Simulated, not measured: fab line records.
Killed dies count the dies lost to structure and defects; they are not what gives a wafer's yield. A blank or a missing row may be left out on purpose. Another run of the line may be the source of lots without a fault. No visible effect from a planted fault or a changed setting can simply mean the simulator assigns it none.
fab line records -- flow sky130
[record] lots = 15, wafers = 45, lastDay = 50
route steps=708 shown METAL2@486 VIA2@517
lots with no fault: from the same line, run without faults
startH: hours from the record's first day to the start of the lot's first wafer shown -- waitH: hours from the lot's prior step to this one -- " unchanged from the row above -- L1.1+2: a single row standing in for several wafers -- - no value, or no start given -- * or withheld: withheld -- < > ~ a bound
route shown NAME@n: a module of which the file shows steps, and the number in the route of the first -- usual: mean/standard deviation of fault-free wafers -- same: alike in all rows -- chamber/n: place in a boat -- sites: per-site readings -- _std_site: the values' standard deviation -- _edge_site: the outer-site mean with the inner-site mean subtracted -- radiusMm: for every site, how far away it sits from the centre of the wafer -- mask NAME#n: copy n -- behind: the tool/chamber that last shaped the wafer -- hold: why the lot was held/for how many hours/how that ended -- device: names the non-switching transistor (n, p or np) -- end of line: the route-end tests of the same wafers -- a step without rows: its recipe alone -- killed: count of dies lost to structure and defects at first sort (not the wafer's yield) -- map: a wafer's dies, x killed, . not, _ none there
set.NAME: the run value of the setting; set.NAME@STEP: its run value at that earlier step -- model.NAME: the simulator's own value behind a step, which no gauge read
steps of the route over a sample of lots; a table a step, a row a wafer
services: the hour from which a tool's chamber was out of use, counted from the record's first day as startH (under 0 if before that day), plus the number of hours and why
[[steps]]
[step SKY_METAL2_SPUTTER_03]
[recipe] material = Ti, targetThkNm = 5, powerW = 3000, timeS = 3.3, chamberPressurePa = 0.4
[usual] throttleValvePct = 30.0/0.78
lot.wafer,tool,chamber,startH,waitH,throttleValvePct
L982.1,pvdSputter-01,-,804.13,0.0,29.1
L982.3,pvdSputter-01,-,804.13,0.0,29.5
L982.4,pvdSputter-01,-,804.13,0.0,29.7
L983.2,pvdSputter-02,-,808.51,0.0,31.5
L983.4,pvdSputter-02,-,808.51,0.0,29.7
L983.6,pvdSputter-02,-,808.51,0.0,29.7
L984.2,pvdSputter-04,-,826.34,0.0,30.9
L984.3,pvdSputter-04,-,826.34,0.0,29.4
L984.4,pvdSputter-04,-,826.34,0.0,29.1
L986.3,pvdSputter-04,-,845.75,0.0,30.9
L986.4,pvdSputter-04,-,845.75,0.0,30.0
L986.6,pvdSputter-04,-,845.75,0.0,29.1
L985.4,pvdSputter-01,-,847.90,0.0,30.1
L985.5,pvdSputter-01,-,847.90,0.0,28.7
L985.6,pvdSputter-01,-,847.90,0.0,28.8
L987.2,pvdSputter-04,-,854.24,0.0,31.0
L987.3,pvdSputter-04,-,854.24,0.0,29.9
L987.5,pvdSputter-04,-,854.24,0.0,29.4
L988.2,pvdSputter-02,-,856.04,0.0,29.9
L988.4,pvdSputter-02,-,856.04,0.0,31.4
L988.6,pvdSputter-02,-,856.04,0.0,29.8
L989.1,pvdSputter-01,-,861.44,0.0,28.9
L989.3,pvdSputter-01,-,861.44,0.0,28.9
L989.4,pvdSputter-01,-,861.44,0.0,29.7
L990.2,pvdSputter-04,-,865.69,0.0,30.6
L990.3,pvdSputter-04,-,865.69,0.0,28.9
L990.6,pvdSputter-04,-,865.69,0.0,31.3
L993.1,pvdSputter-04,-,897.74,0.0,29.8
L993.2,pvdSputter-04,-,897.74,0.0,29.5
L993.4,pvdSputter-04,-,897.74,0.0,30.9
L994.1,pvdSputter-02,-,904.84,0.0,29.9
L994.3,pvdSputter-02,-,904.84,0.0,31.2
L994.6,pvdSputter-02,-,904.84,0.0,30.8
L995.4,pvdSputter-01,-,907.02,0.0,29.7
L995.5,pvdSputter-01,-,907.02,0.0,29.6
L995.6,pvdSputter-01,-,907.02,0.0,30.1
L996.1,pvdSputter-02,-,917.13,0.0,29.7
L996.4,pvdSputter-02,-,917.13,0.0,29.7
L996.6,pvdSputter-02,-,917.13,0.0,29.7
L997.4,pvdSputter-01,-,919.14,0.0,29.7
L997.5,pvdSputter-01,-,919.14,0.0,29.7
L997.6,pvdSputter-01,-,919.14,0.0,30.2
L103.3,pvdSputter-02,-,955.50,0.0,29.8
L103.4,pvdSputter-02,-,955.50,0.0,29.8
L103.5,pvdSputter-02,-,955.50,0.0,30.1
[step SKY_METAL2_DESCUM_17]
[recipe] chemistry = O2, sourcePowerW = 150, biasPowerW = 0, pressureMtorr = 10, tempC = 40, timeS = 8
[usual] drypumpMotorCurrentA = 5.6/0.63, heBacksideLeakSccm = 3.36/0.28, oesProductAu = 1.005/0.011
lot.wafer,tool,chamber,startH,waitH,drypumpMotorCurrentA,heBacksideLeakSccm,oesProductAu,rfHoursCounterH
L982.1,rieMetal-03,0,831.12,0.0,6.0,3.39,1.000,6
L982.3,rieMetal-03,1,831.12,0.0,6.4,3.52,1.019,-
L982.4,rieMetal-03,0,831.12,0.0,6.1,3.32,0.997,-
L983.2,rieMetal-04,0,835.65,0.0,4.6,4.80,0.990,9
L983.4,rieMetal-04,1,835.65,0.0,5.6,3.31,0.985,-
L983.6,rieMetal-04,1,835.65,0.0,5.7,3.33,0.992,-
L984.2,rieMetal-04,1,852.77,0.0,5.7,5.26,1.002,15
L984.3,rieMetal-04,0,852.77,0.0,4.7,3.18,0.992,-
L984.4,rieMetal-04,1,852.77,0.0,5.6,3.22,0.992,-
L986.3,rieMetal-02,0,872.01,0.0,5.5,3.31,1.018,-
L986.4,rieMetal-02,1,872.01,0.0,6.1,3.45,0.990,-
L986.6,rieMetal-02,1,872.01,0.0,6.1,3.37,1.009,-
L985.4,rieMetal-04,0,873.30,0.0,4.6,3.20,0.998,-
L985.5,rieMetal-04,0,873.30,0.0,4.6,3.12,0.999,-
L985.6,rieMetal-04,0,873.30,0.0,4.6,3.23,0.995,-
L987.2,rieMetal-04,0,879.53,0.0,4.6,3.43,0.992,-
L987.3,rieMetal-04,0,879.53,0.0,4.6,3.25,0.981,-
L987.5,rieMetal-04,0,879.53,0.0,4.7,2.89,0.992,-
L988.2,rieMetal-02,1,882.27,0.0,6.1,3.54,0.993,18
L988.4,rieMetal-02,0,882.27,0.0,5.5,3.33,1.012,-
L988.6,rieMetal-02,0,882.27,0.0,5.5,3.32,1.017,-
L989.1,rieMetal-04,1,887.59,0.0,5.7,3.21,0.999,0
L989.3,rieMetal-04,1,887.59,0.0,5.7,3.17,0.994,-
L989.4,rieMetal-04,0,887.59,0.0,4.6,3.23,0.994,-
L990.2,rieMetal-02,0,891.26,0.0,5.5,3.30,1.017,-
L990.3,rieMetal-02,0,891.26,0.0,5.5,3.37,1.018,-
L990.6,rieMetal-02,0,891.26,0.0,5.5,3.27,1.022,-
L993.1,rieMetal-02,0,922.40,0.0,5.5,3.23,1.021,15
L993.2,rieMetal-02,1,922.40,0.0,6.0,3.37,1.013,1
L993.4,rieMetal-02,0,922.40,0.0,5.5,3.24,1.023,-
L994.1,rieMetal-02,1,928.95,0.0,6.1,3.35,1.006,1
L994.3,rieMetal-02,0,928.95,0.0,5.5,3.31,1.018,-
L994.6,rieMetal-02,0,928.95,0.0,5.5,3.36,1.024,-
L995.4,rieMetal-03,1,930.88,0.0,6.4,3.73,1.002,-
L995.5,rieMetal-03,1,930.88,0.0,6.4,3.52,1.012,-
L995.6,rieMetal-03,0,930.88,0.0,6.0,3.44,1.008,-
L996.1,rieMetal-04,1,941.20,0.0,5.7,3.30,1.003,3
L996.4,rieMetal-04,0,941.20,0.0,4.6,3.17,1.001,-
L996.6,rieMetal-04,1,941.20,0.0,5.7,3.24,1.003,-
L997.4,rieMetal-03,1,943.53,0.0,6.4,3.49,1.006,-
L997.5,rieMetal-03,0,943.53,0.0,6.0,3.16,1.004,-
L997.6,rieMetal-03,1,943.53,0.0,6.4,3.70,0.994,-
L103.3,rieMetal-03,1,978.46,0.0,6.4,3.78,1.005,-
L103.4,rieMetal-03,0,978.46,0.0,6.0,3.44,0.995,-
L103.5,rieMetal-03,1,978.46,0.0,6.4,3.70,1.007,-
[step SKY_VIA2_PEB_10]
[recipe] pebTempC = withheld, pebTimeS = withheld, resist = KrF-thick
[usual] chillPlateTempC = *, exhaustPa = 45.0/0.78
lot.wafer,tool,chamber,startH,waitH,chillPlateTempC,exhaustPa
L982.1,lithoTrack-02,0,857,-,*,45.0
L982.3,lithoTrack-02,0,857,-,*,45.3
L982.4,lithoTrack-02,0,857,-,*,46.0
L983.2,lithoTrack-03,0,862,-,*,46.2
L983.4,lithoTrack-03,0,862,-,*,45.7
L983.6,lithoTrack-03,0,862,-,*,46.1
L984.2,lithoTrack-03,0,879,-,*,45.7
L984.3,lithoTrack-03,0,879,-,*,45.4
L984.4,lithoTrack-03,0,879,-,*,45.3
L986.3,lithoTrack-03,0,898,-,*,43.8
L986.4,lithoTrack-03,0,898,-,*,43.8
L986.6,lithoTrack-03,0,898,-,*,44.9
L985.4,lithoTrack-02,0,899,-,*,45.8
L985.5,lithoTrack-02,0,899,-,*,44.0
L985.6,lithoTrack-02,0,899,-,*,46.0
L987.2,lithoTrack-03,0,905,-,*,43.4
L987.3,lithoTrack-03,0,905,-,*,44.9
L987.5,lithoTrack-03,0,905,-,*,44.8
L988.2,lithoTrack-04,0,907,-,*,43.5
L988.4,lithoTrack-04,0,907,-,*,44.8
L988.6,lithoTrack-04,0,907,-,*,45.1
L989.1,lithoTrack-03,0,913,-,*,45.5
L989.3,lithoTrack-03,0,913,-,*,44.4
L989.4,lithoTrack-03,0,913,-,*,45.0
L990.2,lithoTrack-04,0,916,-,*,45.3
L990.3,lithoTrack-04,0,916,-,*,45.9
L990.6,lithoTrack-04,0,917,-,*,44.9
L993.1,lithoTrack-04,-,947,-,-,-
L993.2,lithoTrack-04,-,947,-,-,-
L993.4,lithoTrack-04,-,947,-,-,-
L994.1,lithoTrack-02,-,954,-,-,-
L994.3,lithoTrack-02,-,954,-,-,-
L994.6,lithoTrack-02,-,954,-,-,-
L995.4,lithoTrack-03,-,955,-,-,-
L995.5,lithoTrack-03,-,955,-,-,-
L995.6,lithoTrack-03,-,955,-,-,-
L996.1,lithoTrack-04,0,966,-,*,45.6
L996.4,lithoTrack-04,0,966,-,*,45.8
L996.6,lithoTrack-04,0,966,-,*,44.9
L997.4,lithoTrack-04,0,968,-,*,45.5
L997.5,lithoTrack-04,0,968,-,*,45.4
L997.6,lithoTrack-04,0,968,-,*,44.0
L103.3,lithoTrack-03,0,1003,-,*,43.8
L103.4,lithoTrack-03,0,1003,-,*,44.8
L103.5,lithoTrack-03,0,1003,-,*,45.2
[[services]]
tool,chamber,startH,hours,kind
rieMetal-04,1,853.84,-,clean
rieMetal-04,1,853.84,27.2,scheduledDown
rieMetal-04,1,853.84,27.2,ventCycle
pvdSputter-02,-,857.42,0.7,repair
pvdSputter-04,-,869.55,6.5,repair
pvdSputter-01,-,876.32,5.7,repair
rieMetal-04,-,878.12,0.5,repair
rieMetal-02,1,884.07,-,clean
rieMetal-02,1,884.07,21.5,scheduledDown
rieMetal-02,1,884.07,21.5,ventCycle
pvdSputter-02,-,913.96,2.0,repair
pvdSputter-04,-,931.35,1.4,repair
rieMetal-02,0,982.48,9.1,repair
pvdSputter-02,-,990.04,1.2,repair
[[key]]
[firstSign] step = SKY_VIA2_PEB_10, reading = toolRecord, direction = missing
effect none on later readings
metAt SKY_VIA2_PEB_10
struckLots L993,L994,L995
laterRowsLeftOut L993.1,L993.2,L993.4,L994.1,L994.3,L994.6,L995.4,L995.5,L995.6
sortLeftOut L993.1,L993.2,L993.4,L994.1,L994.3,L994.6,L995.4,L995.5,L995.6
notActingAt SKY_METAL2_SPUTTER_03,SKY_METAL2_DESCUM_17
onsetBetween 916 947
[fault] kind = skippedStepWhole, tool = lithoTrack-02,lithoTrack-03,lithoTrack-04, chamber = -, onsetH = 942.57, steps = SKY_VIA2_PEB_10, scope = struckLotsOnly
// sortLeftOut: the simulated sort isn't trusted on such a fault, so these wafers' sort isn't shown, and their yield isn't known
// laterRowsLeftOut: the simulator's readings of these wafers behind a module that went badly wrong aren't trusted and aren't shown, but for the sort
